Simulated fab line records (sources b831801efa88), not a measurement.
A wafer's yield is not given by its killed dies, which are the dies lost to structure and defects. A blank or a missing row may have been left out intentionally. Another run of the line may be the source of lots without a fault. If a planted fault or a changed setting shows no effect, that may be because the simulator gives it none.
fab line records / flow sky130
record: lots: 4 wafers: 12 last-day: 48
route steps=708 shown LOCAL_INTERCONNECT@400 CONTACT@406 METAL1@434 PAD_OPEN@708
lots that met no fault: from a run of the same line without faults
start-h: hours from the record's first day to the start of the lot's first wafer shown / wait-h: hours elapsed since this lot's preceding step / " repeats the value in the row above / L1.1+2: a single row standing in for several wafers / - no value present, or no start provided / * or withheld: withheld / < > ~ a bound
route shown NAME@n: NAME is a module with steps in the file, n the number in the route of the first one / usual: mean/standard deviation taken from wafers without a fault / same: alike in all rows / chamber/n: place in a boat / sites: per-site readings / _std_site: how widely they spread, as a standard deviation / _edge_site: mean of outer sites minus mean of inner sites / radius-mm: for every site, how far away it sits from the centre of the wafer / mask NAME#n: copy n / behind: the tool/chamber that last shaped the wafer / hold: why the lot was held/for how many hours/how that ended / device: which transistor (n, p or np) failed to switch / end of line: tests run on the same wafers once the route is complete / a step with no rows: only its recipe / killed: dies that structure and defects cost at the first sort, which is not the same as the wafer's yield / map: per-die view of a wafer (x killed, . not killed, _ where there is no die)
set.NAME: the setting as run; set.NAME@STEP: as run at that earlier step / model.NAME: the simulator's own value behind a step, which no gauge read
a table for each step, a row for each wafer; lots at some steps of the route
services: from which hour (start-h, from the record's first day; less than 0 if before it) a tool's chamber was out of use, for how many hours, and why
== steps ==
step: SKY_LOCAL_INTERCONNECT_ETCH_13
recipe: chemistry: N2/H2 target: BARC ion-energy-ev: 200 bias-w: 100 pressure-mtorr: 30 n2-flow-sccm: 100 h2-flow-sccm: 200 icp-w: 500 stop-on: SiO2 time-s: 45.9 target-depth-a: 600
step: SKY_LOCAL_INTERCONNECT_METAL_ETCH_14
recipe: target-depth-nm: 110 stop-on: PSG chemistry: Cl2/BCl3 target: TiN resist-sidewall-deg: 88 pressure-mtorr: 10 icp-w: 900 bias-w: 48.5 Cl2_flow_sccm: 60 bcl3-flow-sccm: 30 time-s: 32.43
step: SKY_LOCAL_INTERCONNECT_STRIP_15
recipe: chemistry: O2/N2 power-w: 1400 pressure-mtorr: 1500 platen-temp-c: withheld o2-flow-sccm: 3000 n2-flow-sccm: 300 overash-fraction: 0.5
step: SKY_LOCAL_INTERCONNECT_STRIP_16
recipe: chemistry: post-etch-residue-remover time-s: 1200 temp-c: 72.5
step: SKY_LOCAL_INTERCONNECT_CLEAN_17
recipe: chemistry: IPA time-s: 180 temp-c: 25
step: SKY_LOCAL_INTERCONNECT_CLEAN_18
recipe: chemistry: O3/DIW dry: n2-spin
step: SKY_CONTACT_CVD_00
recipe: material: Si3N4 target-thk-nm: 75 temp-c: 400 time-s: withheld rf-w: 450
step: SKY_CONTACT_HDPCVD_02
recipe: material: SiO2 target-thk-nm: 565 sigma-open-frac: 0.3 time-s: 94.2 temp-c: 600 sih4-flow-sccm: 60 pressure-mtorr: 6
step: SKY_CONTACT_CMP_04
recipe: material: SiO2 down-force-psi: 4 platen-rpm: 60 pad-velocity-m-s: 0.94248
usual: head-pressure-psi: 3.999/0.0092 motor-current-A: 12.3/0.96 time-to-endpoint-s: 84/4.3
lot.wafer=L593.3 tool=cmp-02 chamber=0 start-h=719.56 wait-h=0.1 head-pressure-psi=3.996 motor-current-A=11.7 time-to-endpoint-s=82
lot.wafer=L593.2 tool=cmp-02 chamber=2 start-h=719.56 wait-h=0.1 head-pressure-psi=4.013 motor-current-A=13.3 time-to-endpoint-s=82
lot.wafer=L593.6 tool=cmp-02 chamber=0 start-h=719.56 wait-h=0.1 head-pressure-psi=3.996 motor-current-A=11.3 time-to-endpoint-s=82
lot.wafer=L595.2 tool=cmp-02 chamber=0 start-h=751.47 wait-h=3.6 head-pressure-psi=3.998 motor-current-A=11.1 time-to-endpoint-s=85
lot.wafer=L595.1 tool=cmp-02 chamber=2 start-h=751.47 wait-h=3.6 head-pressure-psi=3.999 motor-current-A=12.9 time-to-endpoint-s=81
lot.wafer=L595.4 tool=cmp-02 chamber=3 start-h=751.47 wait-h=3.6 head-pressure-psi=3.996 motor-current-A=11.7 time-to-endpoint-s=79
lot.wafer=L603.3 tool=cmp-02 chamber=0 start-h=814.82 wait-h=0.0 head-pressure-psi=3.996 motor-current-A=11.3 time-to-endpoint-s=86
lot.wafer=L603.2 tool=cmp-02 chamber=1 start-h=814.82 wait-h=0.0 head-pressure-psi=4.002 motor-current-A=13.1 time-to-endpoint-s=85
lot.wafer=L603.1 tool=cmp-02 chamber=3 start-h=814.82 wait-h=0.0 head-pressure-psi=4.009 motor-current-A=11.8 time-to-endpoint-s=81
lot.wafer=L604.1 tool=cmp-02 chamber=3 start-h=820.00 wait-h=0.1 head-pressure-psi=3.996 motor-current-A=11.7 time-to-endpoint-s=80
lot.wafer=L604.3 tool=cmp-02 chamber=0 start-h=820.00 wait-h=0.1 head-pressure-psi=3.993 motor-current-A=12.2 time-to-endpoint-s=89
lot.wafer=L604.5 tool=cmp-02 chamber=1 start-h=820.00 wait-h=0.1 head-pressure-psi=3.990 motor-current-A=13.3 time-to-endpoint-s=79
step: SKY_CONTACT_DEHYDRATE_06
recipe: temp-c: 200 time-s: 60
step: SKY_CONTACT_HMDS_07
recipe: prime-time-s: 60 prime-temp-c: 120
step: SKY_CONTACT_COAT_08
recipe: resist: BARC temp-c: withheld time-s: withheld spin-rpm: 3000 resist-thk-nm: 60
step: SKY_CONTACT_COAT_09
recipe: resist: KrF-thick spin-rpm: 3000 resist-thk-nm: 450
step: SKY_CONTACT_SOFTBAKE_10
recipe: temp-c: 100 time-s: 90 resist: KrF-thick
step: SKY_CONTACT_EXPOSE_11
recipe: mask-id: CTM1 na: 0.8 source-shape: annular sigma-inner: 0.55 sigma-outer: 0.85 target-cd-nm: 170 dose-mj: 38
step: SKY_CONTACT_PEB_12
recipe: peb-temp-c: withheld peb-time-s: withheld resist: KrF-thick
step: SKY_CONTACT_DEVELOP_13
recipe: develop-time-s: 57.27 resist: KrF-thick dev-temp-c: 21
step: SKY_CONTACT_ETCH_16
recipe: chemistry: N2/H2 target: BARC ion-energy-ev: 200 source-w: 500 bias-w: 100 pressure-mtorr: 30 n2-flow-sccm: 100 h2-flow-sccm: 200 stop-on: SiO2 time-s: 45.9 target-depth-a: 600
step: SKY_CONTACT_ETCH_17
recipe: target: SiO2 chemistry: C4F8/O2/Ar stop-on: Si3N4 mask-material: KrF-thick source-w: 1500 bias-w: 1200 pressure-mtorr: 40 c4f8-flow-sccm: withheld O2_flow_sccm: 6 Ar_flow_sccm: 300 time-s: withheld target-depth-a: 3400
step: SKY_CONTACT_ETCH_18
recipe: target: Si3N4 chemistry: CHF3/O2 stop-on: TiN source-w: 600 bias-w: 200 pressure-mtorr: 40 chf3-flow-sccm: 50 O2_flow_sccm: 5 time-s: 39 target-depth-a: 750
step: SKY_CONTACT_STRIP_19
recipe: chemistry: O2/N2 power-w: 1400 pressure-mtorr: 1500 platen-temp-c: withheld o2-flow-sccm: 3000 n2-flow-sccm: 300 overash-fraction: 0.5
step: SKY_CONTACT_STRIP_20
recipe: chemistry: post-etch-residue-remover time-s: 1200 temp-c: 72.5
step: SKY_CONTACT_CLEAN_21
recipe: chemistry: IPA time-s: 180 temp-c: 25
step: SKY_CONTACT_CLEAN_22
recipe: chemistry: O3/DIW dry: n2-spin
step: SKY_CONTACT_SPUTTER_23
recipe: material: TiN target-thk-nm: 20 chamber-pressure-pa: 5.087 power-w: 4000 time-s: 80
step: SKY_CONTACT_CVD_24
recipe: material: W target-thk-nm: 340 time-s: 102.12 temp-c: 400 pressure-torr: 40
step: SKY_CONTACT_CMP_27
recipe: stop-on: SiO2 t-overpolish-s: 15 down-force-psi: 3.5 platen-rpm: 60 target-thk-nm: 0 pad-velocity-m-s: 0.94248
step: SKY_METAL1_SPUTTER_00
recipe: material: Ti target-thk-nm: 15 power-w: 3000 time-s: 10 chamber-pressure-pa: 0.4
step: SKY_METAL1_SPUTTER_01
recipe: material: TiN target-thk-nm: 20 power-w: 6500 time-s: 16.7 chamber-pressure-pa: 0.4
step: SKY_METAL1_SPUTTER_02
recipe: material: AlCu target-thk-nm: 250 power-w: 10600 time-s: 13.3 chamber-pressure-pa: 0.4
step: SKY_METAL1_SPUTTER_03
recipe: material: Ti target-thk-nm: 5 power-w: 3000 time-s: 3.3 chamber-pressure-pa: 0.4
step: SKY_METAL1_SPUTTER_04
recipe: material: TiN target-thk-nm: 70 power-w: 6500 time-s: 58.3 chamber-pressure-pa: 0.4
step: SKY_PAD_OPEN_PROBE_99
usual: killed_at_M0_to_M3: 43/7.6 killed_at_M4_up: 2.9/1.9 killed-at-contacts: 24/5 killed-at-front-end: 15/4.3 killed-at-other: 0.3/0.54 killed-dies: 85/10 killed-on-rim: 17/3.9 killed-open: 47/7 killed-short: 38/6.4
same: gross-dies: 492 killed-at-back-side: 0
lot.wafer=L593.2 tool=prober-02 chamber=- start-h=1088.39 wait-h=0.1 killed_at_M0_to_M3=47 killed_at_M4_up=3 killed-at-contacts=24 killed-at-front-end=15 killed-at-other=1 killed-dies=90 killed-on-rim=16 killed-open=52 killed-short=38
lot.wafer=L593.3 tool=prober-02 chamber=- start-h=1088.44 wait-h=0.2 killed_at_M0_to_M3=46 killed_at_M4_up=5 killed-at-contacts=21 killed-at-front-end=19 killed-at-other=0 killed-dies=91 killed-on-rim=20 killed-open=46 killed-short=45
lot.wafer=L593.6 tool=prober-02 chamber=- start-h=1088.59 wait-h=0.2 killed_at_M0_to_M3=41 killed_at_M4_up=9 killed-at-contacts=18 killed-at-front-end=25 killed-at-other=1 killed-dies=94 killed-on-rim=15 killed-open=55 killed-short=39
lot.wafer=L595.1 tool=prober-02 chamber=- start-h=1107.06 wait-h=0.1 killed_at_M0_to_M3=37 killed_at_M4_up=3 killed-at-contacts=23 killed-at-front-end=15 killed-at-other=0 killed-dies=78 killed-on-rim=15 killed-open=46 killed-short=32
lot.wafer=L595.2 tool=prober-02 chamber=- start-h=1107.11 wait-h=0.1 killed_at_M0_to_M3=39 killed_at_M4_up=3 killed-at-contacts=24 killed-at-front-end=11 killed-at-other=0 killed-dies=77 killed-on-rim=12 killed-open=47 killed-short=30
lot.wafer=L595.4 tool=prober-02 chamber=- start-h=1107.21 wait-h=0.2 killed_at_M0_to_M3=41 killed_at_M4_up=8 killed-at-contacts=29 killed-at-front-end=16 killed-at-other=0 killed-dies=94 killed-on-rim=19 killed-open=48 killed-short=46
lot.wafer=L603.1 tool=prober-02 chamber=- start-h=1154.79 wait-h=0.1 killed_at_M0_to_M3=26 killed_at_M4_up=2 killed-at-contacts=22 killed-at-front-end=16 killed-at-other=0 killed-dies=66 killed-on-rim=17 killed-open=37 killed-short=29
lot.wafer=L603.2 tool=prober-02 chamber=- start-h=1154.84 wait-h=0.1 killed_at_M0_to_M3=40 killed_at_M4_up=2 killed-at-contacts=26 killed-at-front-end=9 killed-at-other=0 killed-dies=77 killed-on-rim=19 killed-open=38 killed-short=39
lot.wafer=L603.3 tool=prober-02 chamber=- start-h=1154.89 wait-h=0.2 killed_at_M0_to_M3=22 killed_at_M4_up=4 killed-at-contacts=197 killed-at-front-end=13 killed-at-other=0 killed-dies=236 killed-on-rim=49 killed-open=31 killed-short=33
lot.wafer=L604.1 tool=prober-01 chamber=- start-h=1161.08 wait-h=0.1 killed_at_M0_to_M3=50 killed_at_M4_up=0 killed-at-contacts=27 killed-at-front-end=20 killed-at-other=0 killed-dies=97 killed-on-rim=17 killed-open=48 killed-short=49
lot.wafer=L604.3 tool=prober-01 chamber=- start-h=1161.18 wait-h=0.2 killed_at_M0_to_M3=38 killed_at_M4_up=1 killed-at-contacts=185 killed-at-front-end=5 killed-at-other=0 killed-dies=229 killed-on-rim=41 killed-open=33 killed-short=28
lot.wafer=L604.5 tool=prober-01 chamber=- start-h=1161.28 wait-h=0.2 killed_at_M0_to_M3=34 killed_at_M4_up=5 killed-at-contacts=29 killed-at-front-end=8 killed-at-other=0 killed-dies=76 killed-on-rim=12 killed-open=37 killed-short=39
killed by level:class
L593.2 LI_CONTACT:geometric-particle:open=9 VIA3:geometric-particle:open=8 VIA1:geometric-particle:short=7 CONTACT:geometric-particle:open=6 METAL2:geometric-particle:short=6 VIA2:geometric-particle:open=6 POLY_GATE:geometric-particle:open=5 VIA3:geometric-particle:short=5
L593.3 VIA3:geometric-particle:open=9 VIA1:geometric-particle:open=8 FIELD_ISO:geometric-particle:short=7 LI_CONTACT:geometric-particle:open=7 CONTACT:geometric-particle:open=7 METAL2:geometric-particle:short=7 METAL1:geometric-particle:short=6 METAL3:geometric-particle:short=5
L593.6 VIA1:geometric-particle:open=9 LI_CONTACT:geometric-particle:open=8 FIELD_ISO:geometric-particle:open=7 FIELD_ISO:geometric-particle:short=6 POLY_GATE:geometric-particle:open=5 CONTACT:geometric-particle:open=5 VIA1:geometric-particle:short=5 VIA2:geometric-particle:open=5
L595.1 CONTACT:geometric-particle:open=11 VIA2:geometric-particle:open=7 METAL1:geometric-particle:short=5 VIA1:geometric-particle:short=5 VIA1:geometric-particle:open=5 LI_CONTACT:geometric-particle:open=4 METAL2:geometric-particle:short=4 FIELD_ISO:geometric-particle:open=3
L595.2 LI_CONTACT:geometric-particle:open=8 VIA3:geometric-particle:open=8 CONTACT:geometric-particle:open=6 METAL1:geometric-particle:short=6 VIA1:geometric-particle:open=6 VIA2:geometric-particle:open=6 LOCAL_INTERCONNECT:geometric-particle:open=4 FIELD_ISO:geometric-particle:short=3
L595.4 VIA1:geometric-particle:open=10 LI_CONTACT:geometric-particle:open=8 CONTACT:geometric-particle:open=8 CONTACT:geometric-particle:short=7 FIELD_ISO:geometric-particle:open=6 METAL4:geometric-particle:short=6 VIA3:geometric-particle:short=5 VIA3:geometric-particle:open=5
L603.1 CONTACT:geometric-particle:short=10 VIA1:geometric-particle:open=10 CONTACT:geometric-particle:open=9 FIELD_ISO:geometric-particle:short=5 FIELD_ISO:geometric-particle:open=4 VIA2:geometric-particle:open=4 VIA3:geometric-particle:open=4 VIA1:geometric-particle:short=3
L603.2 CONTACT:geometric-particle:open=11 METAL1:geometric-particle:short=6 LI_CONTACT:geometric-particle:open=6 VIA1:geometric-particle:open=6 CONTACT:geometric-particle:short=5 VIA2:geometric-particle:open=5 VIA3:geometric-particle:short=5 VIA1:geometric-particle:short=4
L603.3 CONTACT:unspecified=172 CONTACT:geometric-particle:short=7 CONTACT:geometric-particle:open=7 LI_CONTACT:geometric-particle:open=5 VIA1:geometric-particle:open=5 METAL2:geometric-particle:short=4 FIELD_ISO:geometric-particle:short=3 FIELD_ISO:geometric-particle:open=3
L604.1 VIA1:geometric-particle:open=12 CONTACT:geometric-particle:short=11 CONTACT:geometric-particle:open=8 VIA2:geometric-particle:open=8 POLY_GATE:geometric-particle:short=6 METAL1:geometric-particle:short=6 FIELD_ISO:geometric-particle:open=5 FIELD_ISO:geometric-particle:short=5
L604.3 CONTACT:unspecified=168 VIA1:geometric-particle:open=11 VIA1:geometric-particle:short=9 CONTACT:geometric-particle:open=7 METAL2:geometric-particle:short=5 VIA2:geometric-particle:open=5 LI_CONTACT:geometric-particle:open=4 LOCAL_INTERCONNECT:geometric-particle:short=4
L604.5 CONTACT:geometric-particle:open=8 CONTACT:geometric-particle:short=7 LI_CONTACT:geometric-particle:open=6 LOCAL_INTERCONNECT:geometric-particle:short=6 VIA2:geometric-particle:short=6 VIA1:geometric-particle:open=6 METAL1:geometric-particle:short=5 METAL1:geometric-particle:open=4
map L603.3 (x killed, . not)
__________..xxxx.xxx_________
________..x....xxx.xxx_______
______xx.x..x........xx._____
_____x.x...xx...x..x..xxx____
____....x.xx.xxxx....x.x.x___
___....x.xx.xx.x..xx.....xx__
__....xx..x....x.xx.xxxx.xx._
_xxxxx.xx.xx.x..x.xxxx.xxx..x
_.x...x.xx..xxxx.xxxx..x..xxx
_.xx..x..x.........x.....x...
_....x.xx..x..xx.xx.xxxxx.x.x
_.xx..xx.x.xxxx...xx.x..xxx..
_xx..xxxx...x.x.xx.x..x.x.xxx
_x.xx..x..xx.xxx.......x...x.
_xx..x.xx........xx.x...x.xxx
__.xxx..x.xxxxxxx.x..x...xx._
___.x.x....xxxx.x..xxx.x.xx__
____.x.xxx...xx..x...xx.x.___
_____x.xxxxx..x....xx...x____
______...xx..x.xx..xxx.x_____
________..xxx..x..x..._______
__________..x.xx...._________
map L604.3 (x killed, . not)
__________...xx....x_________
________xxx..xxxx..x.x_______
______x...xxx.xxx.xx...._____
_____x..xxxx.xx..xxx.....____
____...xxx.xxx..xx..x...xx___
___xxxx.x..x..x....xxxx.xx.__
__..x........xxxx.x....x.x.x_
_x...xx.xx.x.x..xx.x.x.......
_..xx.x..x.xxxxx..x..x...x.x.
_.....xx.x....x.......x......
_xx..xx...xxxx...xx.x.xx.....
_x...xx.xxxx..xxxx...x....xx.
_.xxx.x.x.xxx.xxx.x...x.x...x
_x.xxxx.....xxxx.x.x.xxx.x.xx
_x...x....x..xxx..x...x.xxxx.
__xx..xxxxxx.xx.x...xx......_
___.xx...xx.x.xx.xx.x.xx..x__
____.x..x.x..xxxxx.x...xx.___
_____....x......x....xx..____
______x.x.xxx...xxx.x..._____
________.xx.x.xxxxx..._______
__________.xx.xxx.xx_________
== services ==
tool=cmp-02 chamber=- start-h=743.36 hours=0.6 kind=repair
tool=cmp-02 chamber=- start-h=747.47 hours=4.0 kind=pm
tool=cmp-02 chamber=- start-h=751.47 hours=- kind=consumable-replace:conditioner
tool=cmp-02 chamber=- start-h=751.47 hours=- kind=consumable-replace:pad
tool=cmp-02 chamber=- start-h=801.19 hours=6.4 kind=pm
== key ==
first-sign: step: SKY_PAD_OPEN_PROBE_99 reading: killed-at-contacts direction: up sigmas: 33 usual: 24 struck: 191
effect: step: SKY_PAD_OPEN_PROBE_99 reading: killed-dies direction: up sigmas: 15 usual: 85 struck: 232
met-at SKY_CONTACT_CMP_04
struck-wafers L603.3,L604.3
tester-left-out L603,L604
onset-between 751.47 814.82
fault: kind: chamber-particle-source tool: cmp-02 chamber: 0 onset-h: 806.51 steps: SKY_CONTACT_CMP_04 rate-per-visit-cm2: 0.95773 end-h: 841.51
tester-left-out: of these lots the tester's yield and bins aren't shown, on N5 and GAA mostly nor the transistor test; their killed dies are dies lost to structure and defects alone, not to doping, threshold or leakage, so they don't give the yield
